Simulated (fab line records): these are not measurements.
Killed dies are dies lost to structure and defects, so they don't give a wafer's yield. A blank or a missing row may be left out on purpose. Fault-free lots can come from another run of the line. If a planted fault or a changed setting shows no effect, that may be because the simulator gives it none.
Which tool did it?	flow gf180mcu	30 wafers from 10 lots sampled at 4 of the route's 602 steps

== WHAT THE GAUGES SHOWED, per wafer ==
GF_MIM_RS_MEAS_10: a four-point-probe measurement.
lot	measured	on	MIM_ALCU_RS (ohm/sq)
L588	day 24 20:52	film-metro-02	0.1629 0.1594 0.1581
L589	day 25 09:02	film-metro-03	0.1611 0.1592 0.1621
L592	day 26 12:56	film-metro-04	0.1599 0.1620 0.1580
L594	day 27 01:59	film-metro-02	0.1608 0.1605 0.1627
L595	day 27 07:22	film-metro-03	0.1610 0.1608 0.1596
L598	day 28 07:16	film-metro-02	0.1583 0.1596 0.1574
L603	day 29 14:47	film-metro-02	0.1462 0.1448 0.1447 0.1466 0.1447 0.1450
L604	day 29 20:40	film-metro-03	0.1595 0.1606 0.1601
L608	day 30 21:20	film-metro-02	0.1449 0.1453 0.1444 0.1451 0.1454 0.1446
L610	day 31 08:35	film-metro-04	0.1602 0.1608 0.1596

== EACH LOT AND THE TOOL THAT RAN IT (in order: tool; ch and the chambers of the sampled wafers; start) ==
lot	GF_MIM_SPUTTER_02	GF_MIM_SPUTTER_04	GF_MIM_SPUTTER_08
L588	pvd-sputter-02, day 24 20:35	pvd-sputter-02, day 24 20:38	pvd-sputter-01, day 24 20:49
L589	pvd-sputter-03, day 25 08:44	pvd-sputter-03, day 25 08:47	pvd-sputter-01, day 25 08:58
L592	pvd-sputter-01, day 26 12:37	pvd-sputter-01, day 26 12:40	pvd-sputter-03, day 26 12:50
L594	pvd-sputter-02, day 27 01:41	pvd-sputter-02, day 27 01:44	pvd-sputter-03, day 27 01:55
L595	pvd-sputter-03, day 27 07:04	pvd-sputter-03, day 27 07:07	pvd-sputter-01, day 27 07:17
L598	pvd-sputter-02, day 28 06:58	pvd-sputter-02, day 28 07:01	pvd-sputter-01, day 28 07:11
L603	pvd-sputter-02, day 29 14:29	pvd-sputter-02, day 29 14:32	pvd-sputter-01, day 29 14:44
L604	pvd-sputter-02, day 29 20:23	pvd-sputter-02, day 29 20:26	pvd-sputter-03, day 29 20:37
L608	pvd-sputter-02, day 30 21:04	pvd-sputter-02, day 30 21:07	pvd-sputter-01, day 30 21:17
L610	pvd-sputter-01, day 31 08:16	pvd-sputter-01, day 31 08:19	pvd-sputter-03, day 31 08:29
- GF_MIM_SPUTTER_02: material AlCu, target thk 450 nm, time 23.9 s.
- GF_MIM_SPUTTER_04: material TiN, target thk 50 nm, time 41.7 s.
- GF_MIM_SPUTTER_08: material AlCu, target thk 200 nm, time 10.6 s.

== THE ANSWER, worked out from the rows above alone ==
Rule: the lots themselves supply what counts as usual. Put in order of their means at a reading, lots are off if they are a third of the lots or fewer, leave a main group of 4 or more, and stand apart from it by a gap of 3 or more times the standard deviation of the main group's means; of several such gaps the widest counts. A main group is skipped when, at the precision printed for the reading in the tables above, its means are all equal. Also off: a lot with no number at a reading for which 4 or more lots have one. Where the step has rows for the other lots, those lots are counted as sound.
Off: at GF_MIM_RS_MEAS_10 (MIM_ALCU_RS), L603, L608. The main group has a mean of 0.1602 ohm/sq with a standard deviation of 0.00078.
If a tool, at a process step before that reading, ran all the lots that are off and no sound lot after the first of them, it fits. Gauges at GF_MIM_RS_MEAS_10: tried the same way as those tools. 2 tools fit, pvd-sputter-01 at GF_MIM_SPUTTER_08 and film-metro-02 at GF_MIM_RS_MEAS_10, so this cannot tell which one it is.

== WHAT THE SIMULATOR HAD INSERTED ==
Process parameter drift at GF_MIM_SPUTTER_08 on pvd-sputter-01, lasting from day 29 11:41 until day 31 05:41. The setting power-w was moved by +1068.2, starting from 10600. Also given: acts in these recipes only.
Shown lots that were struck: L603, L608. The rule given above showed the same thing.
